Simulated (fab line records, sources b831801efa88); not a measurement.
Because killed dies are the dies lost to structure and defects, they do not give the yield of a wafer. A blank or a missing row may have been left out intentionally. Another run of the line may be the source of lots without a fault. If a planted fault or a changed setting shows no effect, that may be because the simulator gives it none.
8D (eight disciplines) problem report, filled in by code | flow sfq line | the parts of the form that need people (team, actions taken, sign-off) are left out

== 1. WHAT WENT WRONG ==
M2_NB_RS at SFQ_M2_RS_MEAS_914 reads a mean of 0.830 ohm/sq on 6 wafers of 2 lots; wafers without a fault read 0.890 ohm/sq with a standard deviation of 0.0068. Measured from the usual mean, that is -8.9 standard deviations.
The step: measures by four-point-probe.
First observed at day 22 07:34: wafer L208.4, on film metro-04. The record has a number at this step for 42 wafers belonging to 14 lots. Rule for "out", or "out of limits": more than 4 standard deviations from the usual mean. The other wafers with a number count as sound.

== 2. WHAT IT IS AND WHAT IT IS NOT ==
question                    | is                           | is not
which readings at this step | M2_NB_RS                     | -
which lots                  | L208, L211                   | L197, L201, L202, L203, L207, L214, L215, L216, L217, L218, L219, L220
which wafers of those lots  | all that have a number       | -
read on which gauges        | film metro-02, film metro-04 | film metro-03
when                        | from day 22 07:34            | up to then (15 sound wafers); but 21 sound wafers of L214, L215, L216, L217, L218, L219, L220 came after

== 3. THE SUSPECTS, EACH WITH WHAT RULES IT OUT ==
Counting: a tool stays on the suspect list if, at a process step up to the reading, it processed all lots that are out and no sound lot following the first of them.
- ruled out: the gauge at SFQ_M2_RS_MEAS_914. Those wafers that are out were read across 2 gauges (film metro-02, film metro-04).
- rie diel-02 at SFQ_TRILAYER_L0_VIA_BARC_OPEN_VIA_ETCH_021 (etches BARC in O2, target depth 125 nm, time 41.7 s): kept. Every lot that is out went through it, starting with L208 (day 7 20:09), and after that it ran no sound lot; the last sound lot it ran before then is L203 (day 6 15:21).
- pvd sputter-06 at SFQ_TRILAYER_M2_DEP_SPUTTER_055 (material Nb, target thk 200 nm, time 133.3 s): kept. Every lot that is out went through it, starting with L208 (day 22 07:25), and after that it ran no sound lot; the last sound lot it ran before then is L203 (day 18 06:25).
Left after counting: rie diel-02 at SFQ_TRILAYER_L0_VIA_BARC_OPEN_VIA_ETCH_021, pvd sputter-06 at SFQ_TRILAYER_M2_DEP_SPUTTER_055.

== 4. THE CAUSE (what the simulator had put in) ==
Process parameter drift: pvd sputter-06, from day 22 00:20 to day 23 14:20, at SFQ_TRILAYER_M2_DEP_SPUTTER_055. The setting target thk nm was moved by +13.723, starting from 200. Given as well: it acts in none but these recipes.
2 suspects survive the count, and this tool is in that group.

== 5. SEQUENCE OF EFFECTS, ordered by route ==
Rows list readings where the struck wafers' mean (over those with a number) sits beyond 3 standard deviations from the usual. Only readings whose record carries a usual standard deviation are examined. hours: median over the lots of the time between each lot's start at the first step of this table that gives one and its start at this step. sigmas: the change, counted in usual standard deviations.
hours | step                                | reading        | usual        | on struck wafers | change | sigmas
0     | SFQ_M2_RS_MEAS_914                  | M2_NB_RS       | 0.890 ohm/sq | 0.830            | -0.060 | -8.9
55    | SFQ_TRILAYER_M2_ETCH_METAL_ETCH_060 | oes product au | 0.894 a.u.   | 0.935            | +0.041 | +6.9
The process steps in it:
- SFQ_TRILAYER_M2_ETCH_METAL_ETCH_060: etches Nb in Cl2/Ar, stops on SiO2, target depth 240 nm, time 120 s.

== 6. HOW IT WOULD HAVE BEEN CAUGHT EARLIER ==
Counted from the fault's start at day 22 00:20, it took 7 hours until the first out-of-limits reading at a measuring or inspecting step in this record, taken at day 22 07:34.
No tool reading at SFQ_TRILAYER_M2_DEP_SPUTTER_055 that has a usual standard deviation in the record was out on any struck wafer, so an alarm limit of 4 standard deviations on those readings would not have fired.
Lots out: 2; of these, L211 started SFQ_TRILAYER_M2_DEP_SPUTTER_055 on pvd sputter-06 after day 22 07:34. Had the tool been put on hold then, it would have been spared.
